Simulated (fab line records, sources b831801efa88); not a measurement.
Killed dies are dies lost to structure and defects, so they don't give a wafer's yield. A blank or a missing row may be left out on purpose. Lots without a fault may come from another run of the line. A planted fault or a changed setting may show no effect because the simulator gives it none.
Which tool did it? | flow sky130 | 6 lots, 18 wafers sampled, at 2 steps of a route of 708

WHAT THE GAUGES READ, wafer by wafer
SKY_VIA4_BOW_MEAS_03.
lot  | measured     | on            | VIA4_BOW (um)
L561 | day 42 08:17 | film_metro-04 | 100 86 86
L565 | day 43 12:34 | film_metro-01 | 67 89 86
L570 | day 45 00:19 | film_metro-02 | 76 80 72
L574 | day 46 03:15 | film_metro-04 | 78 90 93
L577 | day 46 09:16 | film_metro-04 | 86 81 82
L580 | day 47 04:02 | film_metro-02 | 73 72 60

WHICH TOOL RAN EACH LOT (tool, then ch and the chambers of the sampled wafers, then the start)
lot  | SKY_SD_P_STRIP_10
L561 | plasma_asher-03 ch 0,1, day 26 05:59
L565 | plasma_asher-04 ch 0,1, day 27 12:01
L570 | plasma_asher-01 ch 0,1, day 29 07:47
L574 | plasma_asher-01 ch 0,1, day 30 18:38
L577 | plasma_asher-04 ch 0,1, day 31 06:26
L580 | plasma_asher-04 ch 0,1, day 32 05:17
- SKY_SD_P_STRIP_10: strips in O2/N2.

THE ANSWER, worked out from the rows above alone
Rule: what is usual is taken from the lots themselves. Put in order of their means at a reading, lots are off if they are a third of the lots or fewer, leave a main group of 4 or more, and stand apart from it by a gap of 3 or more times the standard deviation of the main group's means; of several such gaps the widest counts. A main group whose means are all the same, to the digits that the tables above print for the reading, isn't used. A lot without any number at a reading at which 4 lots or more have one is off too. The other lots that the step has rows for count as sound.
No lot is off at any reading shown: from this, nothing can be told.

WHAT THE SIMULATOR HAD PUT IN
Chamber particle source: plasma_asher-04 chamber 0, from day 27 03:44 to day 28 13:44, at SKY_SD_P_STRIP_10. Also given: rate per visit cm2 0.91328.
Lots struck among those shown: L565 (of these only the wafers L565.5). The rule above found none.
